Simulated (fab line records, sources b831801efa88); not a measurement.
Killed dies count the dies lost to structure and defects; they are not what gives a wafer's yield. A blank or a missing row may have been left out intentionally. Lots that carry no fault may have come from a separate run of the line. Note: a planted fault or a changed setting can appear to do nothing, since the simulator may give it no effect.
Chamber matching :: flow sky130 :: 4 sister chambers for SKY_CONTACT_CMP_27 on cmp-02
The step polishes, stops on SiO2, t overpolish 15 s, target thk 0 nm. 4 wafers are shown with their chamber, then 7 later ones without.

## WAFERS, EACH WITH ITS CHAMBER
wafer: L971.1
chamber: 3
motor current A (A): 11.6

wafer: L974.3
chamber: 2
motor current A (A): 12.5

wafer: L975.2
chamber: 0
motor current A (A): 8.9

wafer: L975.3
chamber: 1
motor current A (A): 12.7

## WAFERS MISSING THEIR CHAMBER
wafer: L975.6
motor current A (A): 12.2

wafer: L978.4
motor current A (A): 9.4

wafer: L978.5
motor current A (A): 9.6

wafer: L978.6
motor current A (A): 11.9

wafer: L979.1
motor current A (A): 9.6

wafer: L979.3
motor current A (A): 12.8

wafer: L979.5
motor current A (A): 12.6

## WHICH CHAMBER EACH ONE RAN IN
wafer: L975.6
from the rows above: can't be placed: 2 or 1 or 3
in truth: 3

wafer: L978.4
from the rows above: 0
in truth: 0

wafer: L978.5
from the rows above: 0
in truth: 0

wafer: L978.6
from the rows above: can't be placed: 3 or 2 or 1
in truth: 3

wafer: L979.1
from the rows above: 0
in truth: 0

wafer: L979.3
from the rows above: can't be placed: 1 or 2
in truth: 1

wafer: L979.5
from the rows above: can't be placed: 1 or 2 or 3
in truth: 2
3 of 7 placed correctly. These rows do not allow placing 4 (true chamber among the candidates in 4). Wrongly placed: 0.
How it was worked out, from the rows above alone: a wafer's distance from a chamber is the root of the sum, over the readings, of the square of ((its reading less the chamber's mean) divided by the reading's scatter). The wafer belongs to the nearest chamber; if the next one is less than 2 further off, it can't be placed. Each chamber's mean is taken over the wafers shown for it. The scatter: with one shown wafer a chamber, the root of the mean of the squares of how far each hidden wafer lies from its nearest shown one.
